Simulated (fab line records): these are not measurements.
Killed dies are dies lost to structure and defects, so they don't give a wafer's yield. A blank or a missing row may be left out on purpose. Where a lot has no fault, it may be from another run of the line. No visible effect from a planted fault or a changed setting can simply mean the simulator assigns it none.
fab line records	flow sky130
record lots=24	wafers=72	lastDay=50
route steps=708 shown VT_ADJUST_HVTR@142 LI_CONTACT@383 CONTACT@407 VIA2@508 METAL4@602
lots that met no fault: from a run of the same line without faults
startH: the number of hours between the record's first day and the start of the first shown wafer of the lot	waitH: time in hours since the lot's previous step	" same as the row above	L1.1+2: several wafers, shown together as one row	- no value, or no start was given	* or withheld: withheld	< > ~ a bound
route shown NAME@n: NAME is a module with steps in the file, n the number in the route of the first one	usual: the fault-free wafers' mean and standard deviation	same: alike in all rows	chamber/n: place in a boat	sites: each site's reading	_std_site: the standard deviation of these	_edge_site: mean of outer sites minus mean of inner sites	radiusMm: for every site, how far away it sits from the centre of the wafer	mask NAME#n: copy n	behind: the most recent tool/chamber to have shaped the wafer	hold: why the lot was held/for how many hours/how that ended	device: the transistor (n, p or np) that didn't switch	end of line: at the end of the route, the tests of the same wafers	where a step has no rows: the recipe by itself	killed: at the first sort, the dies lost to defects and structure; wafer yield is something else	map: the dies of a wafer, with x for killed, . for not killed, _ for no die there
set.NAME: the setting the step ran with; set.NAME@STEP: the setting that earlier step ran with	model.NAME: the simulator's own value behind a step, which no gauge read
one table for each step of the route and one row for each wafer, over a sample of lots
services: when a tool's chamber went out of use (startH, in hours from the record's first day, below 0 if earlier), for how many hours, and the reason
## steps
# step SKY_VT_ADJUST_HVTR_TW_MEAS_11
# usual VT_ADJUST_HVTR_TW=210.7/1.4
lot.wafer	tool	chamber	startH	waitH	VT_ADJUST_HVTR_TW
L074.1	filmMetro-03	-	192.28	0.1	211.1
L074.3	"	-	"	"	210.3
L074.5	"	-	"	"	211.2
L075.4	filmMetro-01	-	206.35	0.1	208.6
L075.5	"	-	"	"	208.0
L075.6	"	-	"	"	209.7
L076.2	filmMetro-02	-	212.73	0.1	210.9
L076.4	"	-	"	"	211.5
L076.5	"	-	"	"	211.6
L077.2	filmMetro-03	-	219.38	0.1	212.1
L077.3	"	-	"	"	212.0
L077.6	"	-	"	"	211.0
L078.1	filmMetro-01	-	225.53	0.1	206.9
L078.2	"	-	"	"	208.4
L078.3	"	-	"	"	208.2
L079.3	filmMetro-03	-	240.14	0.1	210.8
L079.4	"	-	"	"	210.8
L079.6	"	-	"	"	212.5
L080.2	filmMetro-03	-	257.93	0.1	210.9
L080.3	"	-	"	"	211.0
L080.4	"	-	"	"	210.4
L081.1	filmMetro-03	-	259.07	0.1	210.1
L081.5	"	-	"	"	210.6
L081.6	"	-	"	"	210.3
L082.1	filmMetro-03	-	270.97	0.1	210.6
L082.2	"	-	"	"	209.8
L082.5	"	-	"	"	210.7
L083.1	filmMetro-02	-	274.31	0.1	210.4
L083.3	"	-	"	"	211.1
L083.5	"	-	"	"	211.6
L084.3	filmMetro-02	-	274.79	0.1	211.0
L084.5	"	-	"	"	213.0
L084.6	"	-	"	"	211.2
L085.3	filmMetro-02	-	281.23	0.1	210.7
L085.4	"	-	"	"	211.0
L085.6	"	-	"	"	211.0
L086.1	filmMetro-02	-	290.57	0.1	210.6
L086.3	"	-	"	"	211.2
L086.4	"	-	"	"	211.7
L087.3	filmMetro-02	-	297.14	0.1	211.5
L087.4	"	-	"	"	211.3
L087.6	"	-	"	"	210.9
L088.1	filmMetro-02	-	302.72	0.1	211.3
L088.2	"	-	"	"	211.1
L088.4	"	-	"	"	211.8
L089.2	filmMetro-02	-	311.73	0.1	210.5
L089.4	"	-	"	"	211.3
L089.5	"	-	"	"	210.9
L091.2	filmMetro-01	-	324.08	0.1	208.2
L091.4	"	-	"	"	208.4
L091.5	"	-	"	"	208.3
L090.3	filmMetro-02	-	326.75	0.1	213.4
L090.5	"	-	"	"	212.8
L090.6	"	-	"	"	213.4
L092.4	filmMetro-03	-	335.40	0.1	210.1
L092.5	"	-	"	"	209.6
L092.6	"	-	"	"	210.1
L093.1	filmMetro-03	-	346.42	0.1	211.8
L093.5	"	-	"	"	210.9
L093.6	"	-	"	"	211.2
L094.3	filmMetro-02	-	368.86	0.1	212.2
L094.4	"	-	"	"	211.7
L094.5	"	-	"	"	212.2
L095.1	filmMetro-03	-	384.87	0.1	211.0
L095.3	"	-	"	"	209.7
L095.6	"	-	"	"	210.9
L096.1	filmMetro-01	-	386.33	0.1	207.7
L096.3	"	-	"	"	208.8
L096.6	"	-	"	"	207.4
L097.1	filmMetro-02	-	386.42	0.1	213.4
L097.2	"	-	"	"	211.9
L097.3	"	-	"	"	212.5
# step SKY_LI_CONTACT_CVD_21
# recipe material=W	targetThkNm=400	timeS=120.56	tempC=400	pressureTorr=40
# usual heaterPowerW=800/39
lot.wafer	tool	chamber	startH	waitH	heaterPowerW
L074.1	cvdW-02	1	658.93	0.0	844
L074.3	"	1	"	"	846
L074.5	"	1	"	"	865
L075.4	cvdW-02	0	672.48	0.1	770
L075.5	"	0	"	"	768
L075.6	"	1	"	"	835
L076.2	cvdW-01	1	679.09	0.0	766
L076.4	"	0	"	"	763
L076.5	"	0	"	"	748
L077.2	cvdW-01	1	692.14	0.0	762
L077.3	"	0	"	"	757
L077.6	"	0	"	"	756
L078.1	cvdW-01	1	708.59	0.0	769
L078.2	"	0	"	"	765
L078.3	"	1	"	"	761
L079.3	cvdW-02	1	722.44	0.1	861
L079.4	"	0	"	"	790
L079.6	"	0	"	"	777
L080.2	cvdW-02	1	727.99	0.0	848
L080.3	"	1	"	"	840
L080.4	"	0	"	"	784
L081.1	cvdW-02	0	731.24	0.0	766
L081.5	"	0	"	"	793
L081.6	"	1	"	"	849
L082.1	cvdW-02	1	747.03	0.0	840
L082.2	"	0	"	"	764
L082.5	"	1	"	"	837
L084.3	cvdW-01	1	753.02	0.1	757
L084.5	"	0	"	"	763
L084.6	"	1	"	"	763
L083.1	cvdW-02	0	754.79	0.0	788
L083.3	"	0	"	"	778
L083.5	"	1	"	"	870
L085.3	cvdW-01	0	756.54	0.1	758
L085.4	"	1	"	"	748
L085.6	"	1	"	"	754
L086.1	cvdW-02	1	767.39	0.0	847
L086.3	"	0	"	"	801
L086.4	"	1	"	"	833
L087.3	cvdW-02	0	776.53	0.1	788
L087.4	"	1	"	"	844
L087.6	"	0	"	"	792
L088.1	cvdW-02	1	780.63	0.0	836
L088.2	"	0	"	"	813
L088.4	"	0	"	"	801
L090.3	cvdW-01	1	813.79	0.1	776
L090.5	"	1	"	"	755
L090.6	"	0	"	"	764
L091.2	cvdW-02	0	814.09	0.0	794
L091.4	"	1	"	"	861
L091.5	"	1	"	"	856
L089.2	cvdW-01	0	814.43	0.0	771
L089.4	"	0	"	"	783
L089.5	"	0	"	"	736
L092.4	cvdW-02	0	816.28	0.1	799
L092.5	"	1	"	"	846
L092.6	"	0	"	"	812
L093.1	cvdW-02	0	825.67	0.0	784
L093.5	"	0	"	"	784
L093.6	"	1	"	"	862
L094.3	cvdW-01	1	842.34	0.1	766
L094.4	"	0	"	"	768
L094.5	"	1	"	"	782
L096.1	cvdW-02	0	860.99	0.0	799
L096.3	"	1	"	"	858
L096.6	"	0	"	"	804
L095.1	cvdW-01	1	861.28	0.0	756
L095.3	"	1	"	"	753
L095.6	"	1	"	"	742
L097.1	cvdW-02	0	865.45	0.0	808
L097.2	"	1	"	"	829
L097.3	"	0	"	"	792
# step SKY_CONTACT_THK_MEAS_01
# recipe reads=Si3N4_of_CONTACT_CVD_00
# usual CONTACT_CVD_00_THK=74.9/0.91
lot.wafer	tool	chamber	startH	waitH	CONTACT_CVD_00_THK[nm]
L074.1	filmMetro-01	-	685.56	-	75.1
L074.3	"	-	"	"	75.2
L074.5	"	-	"	"	75.5
L075.4	filmMetro-01	-	700.43	-	74.9
L075.5	"	-	"	"	75.7
L075.6	"	-	"	"	74.6
L076.2	filmMetro-01	-	709.07	-	72.9
L076.4	"	-	"	"	74.2
L076.5	"	-	"	"	74.4
L077.2	filmMetro-03	-	720.89	-	74.0
L077.3	"	-	"	"	73.2
L077.6	"	-	"	"	75.0
L078.1	filmMetro-03	-	736.89	-	74.1
L078.2	"	-	"	"	74.5
L078.3	"	-	"	"	75.7
L079.3	filmMetro-03	-	750.16	-	74.7
L079.4	"	-	"	"	75.9
L079.6	"	-	"	"	76.1
L080.2	filmMetro-01	-	755.97	-	73.5
L080.3	"	-	"	"	73.5
L080.4	"	-	"	"	74.1
L081.1	filmMetro-03	-	760.00	-	74.9
L081.5	"	-	"	"	76.3
L081.6	"	-	"	"	75.4
L082.1	filmMetro-01	-	775.53	-	74.8
L082.2	"	-	"	"	74.2
L082.5	"	-	"	"	75.2
L084.3	filmMetro-03	-	781.52	-	74.1
L084.5	"	-	"	"	75.0
L084.6	"	-	"	"	75.8
L083.1	filmMetro-04	-	782.75	-	74.4
L083.3	"	-	"	"	74.4
L083.5	"	-	"	"	75.1
L085.3	filmMetro-01	-	784.99	-	75.7
L085.4	"	-	"	"	76.9
L085.6	"	-	"	"	75.7
L086.1	filmMetro-04	-	794.82	-	74.9
L086.3	"	-	"	"	74.1
L086.4	"	-	"	"	75.3
L087.3	filmMetro-04	-	804.56	-	74.7
L087.4	"	-	"	"	75.2
L087.6	"	-	"	"	75.4
L088.1	filmMetro-04	-	808.57	-	75.1
L088.2	"	-	"	"	74.1
L088.4	"	-	"	"	75.2
L090.3	filmMetro-01	-	841.37	-	75.0
L090.5	"	-	"	"	75.1
L090.6	"	-	"	"	76.1
L091.2	filmMetro-01	-	841.81	-	73.8
L091.4	"	-	"	"	75.4
L091.5	"	-	"	"	76.7
L089.2	filmMetro-03	-	842.07	-	75.0
L089.4	"	-	"	"	75.0
L089.5	"	-	"	"	76.3
L092.4	filmMetro-04	-	843.50	-	75.0
L092.5	"	-	"	"	75.6
L092.6	"	-	"	"	76.3
L093.1	filmMetro-01	-	853.46	-	74.3
L093.5	"	-	"	"	74.4
L093.6	"	-	"	"	75.5
L094.3	filmMetro-01	-	870.37	-	74.5
L094.4	"	-	"	"	75.1
L094.5	"	-	"	"	75.7
L096.1	filmMetro-03	-	888.91	-	73.8
L096.3	"	-	"	"	76.0
L096.6	"	-	"	"	74.9
L095.1	filmMetro-01	-	889.29	-	74.5
L095.3	"	-	"	"	73.4
L095.6	"	-	"	"	74.3
L097.1	filmMetro-04	-	893.45	-	74.5
L097.2	"	-	"	"	74.0
L097.3	"	-	"	"	75.2
# step SKY_CONTACT_ETCH_16
# recipe chemistry=N2/H2	target=BARC	ionEnergyEv=200	sourceW=500	biasW=100	pressureMtorr=30	n2FlowSccm=100	h2FlowSccm=200	stopOn=SiO2	timeS=45.9	targetDepthA=600
# usual drypumpMotorCurrentA=5.6/0.47	oesProductAu=0.854/0.0045	throttleValvePct=13.223/0.0093
lot.wafer	tool	chamber	startH	waitH	drypumpMotorCurrentA	oesProductAu	rfHoursCounterH	throttleValvePct
L074.1	rieDiel-01	1	713.71	0.0	5.4	0.849	2	13.220
L074.3	"	0	"	"	5.1	0.857	4	13.220
L074.5	"	2	"	"	5.9	0.859	-	13.212
L075.4	rieDiel-02	0	727.41	0.0	5.8	0.858	8	13.228
L075.5	"	2	"	"	6.2	0.850	-	13.234
L075.6	"	1	"	"	5.8	0.855	-	13.244
L076.2	rieDiel-04	1	736.71	0.0	4.8	0.856	2	13.217
L076.4	"	3	"	"	5.9	0.862	40	13.233
L076.5	"	3	"	"	5.9	0.857	-	13.234
L077.2	rieDiel-04	2	748.18	0.0	4.7	0.846	8	13.225
L077.3	"	3	"	"	5.9	0.860	40	13.239
L077.6	"	2	"	"	4.6	0.853	-	13.239
L078.1	rieDiel-01	0	764.09	0.0	5.1	0.851	5	13.217
L078.2	"	1	"	"	5.4	0.850	3	13.213
L078.3	"	3	"	"	6.0	0.854	6	13.205
L079.3	rieDiel-02	1	777.23	0.0	5.8	0.864	22	13.229
L079.4	"	2	"	"	6.2	0.847	11	13.217
L079.6	"	0	"	"	5.9	0.859	-	13.212
L080.2	rieDiel-01	0	783.08	0.0	5.1	0.854	5	13.225
L080.3	"	1	"	"	5.4	0.859	4	13.216
L080.4	"	3	"	"	6.1	0.852	7	13.209
L081.1	rieDiel-01	0	787.17	0.0	5.1	0.862	5	13.230
L081.5	"	3	"	"	6.0	0.857	-	13.228
L081.6	"	2	"	"	5.9	0.853	-	13.226
L082.1	rieDiel-02	3	802.19	0.0	5.2	0.851	8	13.224
L082.2	"	1	"	"	5.8	0.852	22	13.231
L082.5	"	2	"	"	6.2	0.850	-	13.223
L084.3	rieDiel-02	0	808.38	0.0	5.9	0.850	11	13.248
L084.5	"	1	"	"	5.8	0.855	-	13.228
L084.6	"	0	"	"	5.9	0.855	-	13.223
L083.1	rieDiel-04	1	810.07	0.0	4.8	0.859	4	13.226
L083.3	"	3	"	"	5.8	0.859	1	13.223
L083.5	"	3	"	"	5.9	0.855	-	13.216
L085.3	rieDiel-01	3	812.69	0.0	6.0	0.847	8	13.228
L085.4	"	2	"	"	5.9	0.854	17	13.224
L085.6	"	1	"	"	5.4	0.848	-	13.210
L086.1	rieDiel-02	3	821.99	0.0	5.2	0.856	8	13.220
L086.3	"	0	"	"	5.8	0.861	11	13.215
L086.4	"	1	"	"	5.8	0.862	23	13.213
L087.3	rieDiel-02	2	830.92	0.0	6.2	0.842	13	13.235
L087.4	"	3	"	"	5.2	0.855	9	13.223
L087.6	"	2	"	"	6.2	0.849	-	13.232
L088.1	rieDiel-01	0	835.28	0.0	5.1	0.855	7	13.214
L088.2	"	2	"	"	5.9	0.853	18	13.223
L088.4	"	1	"	"	5.4	0.863	6	13.205
L090.3	rieDiel-02	3	869.08	0.0	5.2	0.859	10	13.218
L090.5	"	1	"	"	5.8	0.856	-	13.236
L090.6	"	2	"	"	6.2	0.857	-	13.215
L091.2	rieDiel-04	0	869.11	0.0	6.4	0.857	5	13.214
L091.4	"	2	"	"	4.7	0.851	13	13.214
L091.5	"	0	"	"	6.3	0.857	-	13.220
L089.2	rieDiel-01	3	869.20	0.0	6.0	0.852	10	13.246
L089.4	"	0	"	"	5.0	0.851	-	13.229
L089.5	"	3	"	"	6.0	0.856	-	13.231
L092.4	rieDiel-01	3	871.01	0.0	6.1	0.850	-	13.221
L092.5	"	0	"	"	5.1	0.853	-	13.239
L092.6	"	2	"	"	5.9	0.856	-	13.219
L093.1	rieDiel-01	2	880.23	0.0	5.9	0.856	19	13.214
L093.5	"	1	"	"	5.4	0.856	-	13.223
L093.6	"	2	"	"	5.9	0.854	-	13.207
L094.3	rieDiel-01	3	897.19	0.0	6.0	0.857	11	13.226
L094.4	"	1	"	"	5.4	0.861	7	13.226
L094.5	"	3	"	"	6.0	0.851	-	13.215
L096.1	rieDiel-01	3	914.04	0.0	6.0	0.855	11	13.221
L096.3	"	0	"	"	5.0	0.852	9	13.236
L096.6	"	1	"	"	5.4	0.852	-	13.234
L095.1	rieDiel-02	2	914.39	0.0	6.2	0.851	16	13.221
L095.3	"	0	"	"	5.8	0.858	14	13.226
L095.6	"	1	"	"	5.8	0.859	-	13.224
L097.1	rieDiel-01	2	918.87	0.0	5.9	0.849	20	13.217
L097.2	"	3	"	"	6.1	0.846	11	13.209
L097.3	"	0	"	"	5.1	0.860	10	13.205
# step SKY_VIA2_THK_MEAS_01
# recipe reads=SiO2_of_VIA2_HDPCVD_00
# usual VIA2_HDPCVD_THK=1183/11
lot.wafer	tool	chamber	startH	waitH	VIA2_HDPCVD_THK[nm]
L074.1	filmMetro-03	-	800.68	0.1	1184
L074.3	"	-	"	"	1181
L074.5	"	-	"	"	1187
L075.4	filmMetro-04	-	813.20	0.0	1159
L075.5	"	-	"	"	1182
L075.6	"	-	"	"	1180
L076.2	filmMetro-01	-	821.83	0.1	1180
L076.4	"	-	"	"	1181
L076.5	"	-	"	"	1186
L077.2	filmMetro-03	-	833.78	0.1	1187
L077.3	"	-	"	"	1177
L077.6	"	-	"	"	1187
L078.1	filmMetro-03	-	848.27	0.1	1182
L078.2	"	-	"	"	1173
L078.3	"	-	"	"	1178
L079.3	filmMetro-04	-	862.39	0.1	1197
L079.4	"	-	"	"	1193
L079.6	"	-	"	"	1180
L080.2	filmMetro-03	-	867.66	0.1	1183
L080.3	"	-	"	"	1168
L080.4	"	-	"	"	1193
L081.1	filmMetro-01	-	870.81	0.1	1189
L081.5	"	-	"	"	1172
L081.6	"	-	"	"	1181
L082.1	filmMetro-04	-	885.70	0.1	1182
L082.2	"	-	"	"	1167
L082.5	"	-	"	"	1175
L084.3	filmMetro-01	-	891.87	0.1	1207
L084.5	"	-	"	"	1191
L084.6	"	-	"	"	1196
L083.1	filmMetro-03	-	894.67	0.1	1174
L083.3	"	-	"	"	1191
L083.5	"	-	"	"	1195
L085.3	filmMetro-03	-	895.89	0.1	1194
L085.4	"	-	"	"	1197
L085.6	"	-	"	"	1200
L086.1	filmMetro-01	-	904.50	0.1	1175
L086.3	"	-	"	"	1180
L086.4	"	-	"	"	1173
L087.3	filmMetro-03	-	913.86	0.1	1190
L087.4	"	-	"	"	1198
L087.6	"	-	"	"	1193
L088.1	filmMetro-01	-	918.93	0.1	1183
L088.2	"	-	"	"	1184
L088.4	"	-	"	"	1197
L090.3	filmMetro-01	-	949.22	0.1	1172
L090.5	"	-	"	"	1198
L090.6	"	-	"	"	1166
L091.2	filmMetro-04	-	949.31	0.1	1180
L091.4	"	-	"	"	1187
L091.5	"	-	"	"	1201
L089.2	filmMetro-04	-	949.51	0.1	1172
L089.4	"	-	"	"	1172
L089.5	"	-	"	"	1179
L092.4	filmMetro-04	-	950.98	0.0	1194
L092.5	"	-	"	"	1185
L092.6	"	-	"	"	1163
L093.1	filmMetro-04	-	960.34	0.1	1160
L093.5	"	-	"	"	1184
L093.6	"	-	"	"	1179
L094.3	filmMetro-04	-	976.23	0.1	1188
L094.4	"	-	"	"	1182
L094.5	"	-	"	"	1177
L096.1	filmMetro-04	-	992.42	0.1	1186
L096.3	"	-	"	"	1178
L096.6	"	-	"	"	1195
L095.1	filmMetro-03	-	992.83	0.1	1174
L095.3	"	-	"	"	1170
L095.6	"	-	"	"	1161
L097.1	filmMetro-03	-	997.48	0.1	1179
L097.2	"	-	"	"	1189
L097.3	"	-	"	"	1180
# step SKY_METAL4_SPUTTER_04
# recipe material=TiN	targetThkNm=70	powerW=6500	timeS=58.3	chamberPressurePa=0.4
# usual throttleValvePct=30.3/1.1
lot.wafer	tool	chamber	startH	waitH	throttleValvePct
L074.1	pvdSputter-03	-	909.92	0.0	28.5
L074.3	"	-	"	"	30.2
L074.5	"	-	"	"	31.1
L075.4	pvdSputter-01	-	922.22	0.0	30.4
L075.5	"	-	"	"	30.3
L075.6	"	-	"	"	29.7
L076.2	pvdSputter-04	-	929.89	0.0	29.4
L076.4	"	-	"	"	31.9
L076.5	"	-	"	"	32.3
L077.2	pvdSputter-01	-	940.66	0.0	29.7
L077.3	"	-	"	"	30.5
L077.6	"	-	"	"	30.4
L078.1	pvdSputter-01	-	955.45	0.0	29.7
L078.2	"	-	"	"	30.8
L078.3	"	-	"	"	30.4
L079.3	pvdSputter-03	-	969.90	0.0	28.8
L079.4	"	-	"	"	29.3
L079.6	"	-	"	"	30.2
L080.2	pvdSputter-03	-	973.36	0.0	28.5
L080.3	"	-	"	"	31.1
L080.4	"	-	"	"	29.3
L081.1	pvdSputter-04	-	980.49	0.0	29.6
L081.5	"	-	"	"	32.2
L081.6	"	-	"	"	29.1
L082.1	pvdSputter-04	-	988.19	0.0	32.1
L082.2	"	-	"	"	28.5
L082.5	"	-	"	"	32.2
L084.3	pvdSputter-03	-	995.99	0.0	31.0
L084.5	"	-	"	"	30.0
L084.6	"	-	"	"	30.8
L083.1	pvdSputter-03	-	998.29	0.0	28.6
L083.3	"	-	"	"	29.4
L083.5	"	-	"	"	30.9
L085.3	pvdSputter-01	-	998.76	0.0	30.1
L085.4	"	-	"	"	30.9
L085.6	"	-	"	"	30.5
L086.1	pvdSputter-03	-	1008.74	0.0	30.1
L086.3	"	-	"	"	28.4
L086.4	"	-	"	"	30.9
L087.3	pvdSputter-03	-	1013.49	0.0	28.3
L087.4	"	-	"	"	29.4
L087.6	"	-	"	"	28.6
L088.1	pvdSputter-01	-	1019.94	0.0	30.6
L088.2	"	-	"	"	29.8
L088.4	"	-	"	"	30.9
L090.3	pvdSputter-03	-	1047.53	0.0	30.8
L090.5	"	-	"	"	30.2
L090.6	"	-	"	"	30.8
L091.2	pvdSputter-03	-	1048.13	0.0	29.4
L091.4	"	-	"	"	29.8
L091.5	"	-	"	"	30.2
L089.2	pvdSputter-04	-	1048.28	0.0	29.4
L089.4	"	-	"	"	32.1
L089.5	"	-	"	"	31.9
L092.4	pvdSputter-04	-	1048.54	0.0	32.1
L092.5	"	-	"	"	32.1
L092.6	"	-	"	"	31.9
L093.1	pvdSputter-03	-	1056.79	0.0	31.1
L093.5	"	-	"	"	29.2
L093.6	"	-	"	"	31.1
L094.3	pvdSputter-03	-	1072.06	0.0	30.0
L094.4	"	-	"	"	29.7
L094.5	"	-	"	"	30.2
L096.1	pvdSputter-01	-	1086.08	0.0	30.5
L096.3	"	-	"	"	29.5
L096.6	"	-	"	"	30.4
L095.1	pvdSputter-04	-	1086.98	0.0	28.6
L095.3	"	-	"	"	29.5
L095.6	"	-	"	"	28.5
L097.1	pvdSputter-01	-	1090.91	0.0	30.8
L097.2	"	-	"	"	31.0
L097.3	"	-	"	"	29.4
## services
tool	chamber	startH	hours	kind
cvdW-01	-	684.33	6.9	pm
rieDiel-02	3	685.81	13.3	repair
cvdW-02	-	691.29	28.1	pm
cvdW-01	1	695.64	7.8	repair
rieDiel-01	2	715.89	23.6	repair
rieDiel-01	1	717.29	4.3	repair
rieDiel-01	0	718.04	10.1	repair
cvdW-02	-	719.39	2.8	pm
rieDiel-02	-	721.08	1.2	repair
rieDiel-01	3	723.31	11.1	repair
cvdW-01	-	742.97	2.0	repair
rieDiel-02	2	749.53	5.1	repair
cvdW-01	-	803.76	2.8	pm
cvdW-02	-	845.11	1.3	repair
rieDiel-01	1	862.78	9.1	repair
cvdW-02	-	904.00	14.0	pm
cvdW-01	-	932.22	0.8	repair
cvdW-02	-	938.23	6.0	pm
cvdW-01	-	972.21	6.0	pm
pvdSputter-03	-	983.43	1.9	repair
cvdW-01	0	992.63	18.6	repair
pvdSputter-03	-	1017.08	2.3	repair
rieDiel-01	2	1021.84	5.4	repair
rieDiel-01	3	1069.94	14.9	repair
## key
fault none
